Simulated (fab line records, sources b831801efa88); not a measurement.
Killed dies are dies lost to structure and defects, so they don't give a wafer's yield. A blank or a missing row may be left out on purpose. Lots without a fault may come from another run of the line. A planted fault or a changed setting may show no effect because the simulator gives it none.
A struck lot beside a sound one | flow sky130 | 26 steps out of a route of 708
Sound: wafers L448.1, L448.2, L448.6. Struck: wafers L462.2, L462.4, L462.5. The cause comes at the end.
At each step with rows: each side's tool, then ch and its chambers, then its first start. Under that, the readings that differ: sound wafers | struck wafers | difference of the means | sigmas: that difference in standard deviations of wafers without a fault.
alike: readings whose means differ by less than 2 such deviations, and words and numbers that are the same on both sides. not compared: withheld readings, readings that some wafer has no value for, bounds like >300 that may hide the same value, and numbers for which the record gives no deviation and whose values overlap.
The two part at a step that has a row with sigmas, a row that says differs or no value, or rows on one side only. Numbers that don't overlap but have no deviation are shown without sigmas and don't part them. A reading that every wafer of one side lacks parts them only if that side has two wafers or more.

first, 3 steps without rows for these wafers: SKY_FIELD_ISO_WET_ETCH_30 (etches SiO2 in dHF, target depth 25 nm, time 50 s); SKY_NWELL_CLEAN_00 (cleans in SC1/SC2, time 150 s); SKY_NWELL_OXIDATION_01 (stabilise 600 s, purge 300 s, target thk 10 nm).
SKY_NWELL_THK_MEAS_02:
  sound on film_metro-04, day 2 23:20; struck on film_metro-02, day 5 17:20
  alike: NWELL_OXIDATION_THK
then, 8 steps without rows for these wafers: SKY_DNWELL_DEHYDRATE_00 (time 60 s); SKY_DNWELL_HMDS_01 (prime time 60 s); SKY_DNWELL_COAT_02 (resist thk 3000 nm); SKY_DNWELL_SOFTBAKE_03; SKY_DNWELL_EXPOSE_04 (exposes mask DNM, target cd 3000 nm); SKY_DNWELL_PEB_05; SKY_DNWELL_DEVELOP_06 (develop time 60 s); SKY_DNWELL_IMPLANT_07.
SKY_DNWELL_STRIP_08: strips in O2/N2.
  sound on plasma_asher-03 ch 0,1, day 3 13:41; struck on plasma_asher-03 ch 0, day 6 11:23
  no value came back on the struck wafers for chamber_pressure_mTorr (mTorr), drypump_motor_current_A (A), oes_product_au (a.u.), strip_time_to_endpoint_s (s); on the sound wafers chamber_pressure_mTorr (mTorr) reads 1502.0 1500.6 1499.6
  reading                                  | sound | struck         | difference | sigmas
  model.coat_of_DNWELL_COAT_02.thk_nm (nm) | 0 0 0 | 2982 2987 2987 | +2985      |
  not compared: rf_hours_counter_h
SKY_DNWELL_TW_MEAS_09:
  sound on film_metro-04, day 3 13:47; struck on film_metro-04, day 6 11:29
  alike: DNWELL_TW
then, 7 steps without rows for these wafers: SKY_PWDE_DEHYDRATE_00 (time 60 s); SKY_PWDE_HMDS_01 (prime time 60 s); SKY_PWDE_COAT_02 (resist thk 3000 nm); SKY_PWDE_SOFTBAKE_03; SKY_PWDE_EXPOSE_04 (exposes mask PWDEM, target cd 840 nm); SKY_PWDE_PEB_05; SKY_PWDE_DEVELOP_06 (develop time 60 s).
SKY_PWDE_OVL_MEAS_07:
  sound on overlay-01, day 4 04:41; struck on overlay-02, day 7 05:18
  alike: PWDE_OVL
then, 1 step without rows for these wafers: SKY_PWDE_IMPLANT_08.
SKY_PWDE_STRIP_09: strips in O2/N2.
  sound on plasma_asher-03 ch 0,1, day 4 04:53; struck on plasma_asher-03 ch 1, day 7 05:29
  reading                      | sound             | struck            | difference | sigmas
  oes_product_au (a.u.)        | 0.725 0.720 0.727 | 0.741 0.746 0.745 | +0.020     | +4
  strip_time_to_endpoint_s (s) | 37.03 36.98 37.00 | 81.17 81.14 81.20 | +44.17     | +99 or more
  alike: chamber_pressure_mTorr, drypump_motor_current_A
  not compared: rf_hours_counter_h
SKY_PWDE_TW_MEAS_10:
  sound on film_metro-03, day 4 04:59; struck on film_metro-02, day 7 05:35
  reading | sound             | struck         | difference | sigmas
  PWDE_TW | 377.3 378.4 378.7 | 30.0 30.1 30.2 | -348.0     | -99 or more
then, 1 step without rows for these wafers: SKY_NWELL_DEHYDRATE_03 (time 60 s).

WHERE THEY PART
First at SKY_DNWELL_STRIP_08; last, within this record, at SKY_PWDE_TW_MEAS_10.

WHY: what the simulator had put in
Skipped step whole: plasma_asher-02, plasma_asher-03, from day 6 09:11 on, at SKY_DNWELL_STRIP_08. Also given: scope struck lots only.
